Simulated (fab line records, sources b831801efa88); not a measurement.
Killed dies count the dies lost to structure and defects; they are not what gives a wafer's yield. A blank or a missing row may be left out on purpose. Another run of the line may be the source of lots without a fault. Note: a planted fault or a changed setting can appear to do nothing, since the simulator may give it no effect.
Matching of chambers / flow sfq_line / cmp-01 running SFQ_TRILAYER_I4_CMP_CMP_100: 4 sister chambers
The step polishes SiO2. 16 wafers are shown with their chamber, then 8 later ones without.

WAFERS, EACH WITH ITS CHAMBER
wafer=L605.1; chamber=3; motor_current_A (A)=11.4; time_to_endpoint_s (s)=209
wafer=L605.2; chamber=1; motor_current_A (A)=13.6; time_to_endpoint_s (s)=210
wafer=L605.6; chamber=3; motor_current_A (A)=11.4; time_to_endpoint_s (s)=217
wafer=L606.2; chamber=3; motor_current_A (A)=11.4; time_to_endpoint_s (s)=213
wafer=L606.3; chamber=0; motor_current_A (A)=10.4; time_to_endpoint_s (s)=216
wafer=L606.6; chamber=3; motor_current_A (A)=11.2; time_to_endpoint_s (s)=219
wafer=L607.2; chamber=1; motor_current_A (A)=12.4; time_to_endpoint_s (s)=215
wafer=L607.3; chamber=2; motor_current_A (A)=10.7; time_to_endpoint_s (s)=203
wafer=L607.6; chamber=0; motor_current_A (A)=10.5; time_to_endpoint_s (s)=219
wafer=L608.1; chamber=1; motor_current_A (A)=12.4; time_to_endpoint_s (s)=206
wafer=L608.2; chamber=3; motor_current_A (A)=10.7; time_to_endpoint_s (s)=201
wafer=L608.3; chamber=2; motor_current_A (A)=10.6; time_to_endpoint_s (s)=192
wafer=L613.2; chamber=3; motor_current_A (A)=11.2; time_to_endpoint_s (s)=217
wafer=L613.3; chamber=2; motor_current_A (A)=10.5; time_to_endpoint_s (s)=204
wafer=L613.4; chamber=1; motor_current_A (A)=12.2; time_to_endpoint_s (s)=223
wafer=L615.3; chamber=3; motor_current_A (A)=10.5; time_to_endpoint_s (s)=218

SIGNATURES (means of the wafers above)
reading=motor_current_A; chamber 0=10.450; chamber 1=12.650; chamber 2=10.600; chamber 3=11.114; scatter within a chamber=0.415
reading=time_to_endpoint_s; chamber 0=217.50; chamber 1=213.50; chamber 2=199.67; chamber 3=213.43; scatter within a chamber=6.49
Rule: for a wafer and a chamber, the distance is found by dividing, reading by reading, the gap between the wafer's reading and the chamber's mean by the reading's scatter, squaring, summing and taking the root. If the next closest chamber is less than 2 further off than the closest, the wafer can't be placed; otherwise it belongs to the closest. The scatter is the square root of a quotient: the sum, over the shown wafers, of each reading's squared deviation from its chamber's mean, divided by wafers minus chambers.

WAFERS MISSING THEIR CHAMBER
wafer=L615.4; motor_current_A (A)=10.6; time_to_endpoint_s (s)=217
wafer=L615.6; motor_current_A (A)=11.0; time_to_endpoint_s (s)=214
wafer=L616.3; motor_current_A (A)=10.4; time_to_endpoint_s (s)=216
wafer=L616.1; motor_current_A (A)=11.0; time_to_endpoint_s (s)=215
wafer=L616.5; motor_current_A (A)=10.4; time_to_endpoint_s (s)=223
wafer=L618.2; motor_current_A (A)=11.4; time_to_endpoint_s (s)=204
wafer=L618.4; motor_current_A (A)=11.2; time_to_endpoint_s (s)=206
wafer=L618.6; motor_current_A (A)=10.9; time_to_endpoint_s (s)=223

EACH ONE'S CHAMBER
wafer=L615.4; from the rows above=can't be placed: 0 or 3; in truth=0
wafer=L615.6; from the rows above=can't be placed: 3 or 0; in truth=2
wafer=L616.3; from the rows above=can't be placed: 0 or 3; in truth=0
wafer=L616.1; from the rows above=can't be placed: 3 or 0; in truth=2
wafer=L616.5; from the rows above=can't be placed: 0 or 3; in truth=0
wafer=L618.2; from the rows above=can't be placed: 3 or 2 or 0 or 1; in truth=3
wafer=L618.4; from the rows above=can't be placed: 3 or 2 or 0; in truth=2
wafer=L618.6; from the rows above=can't be placed: 0 or 3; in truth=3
Correctly placed: 0 of 8. Not placeable from these rows: 8 (in 6, the candidates include the true chamber). Number placed wrongly: 0.
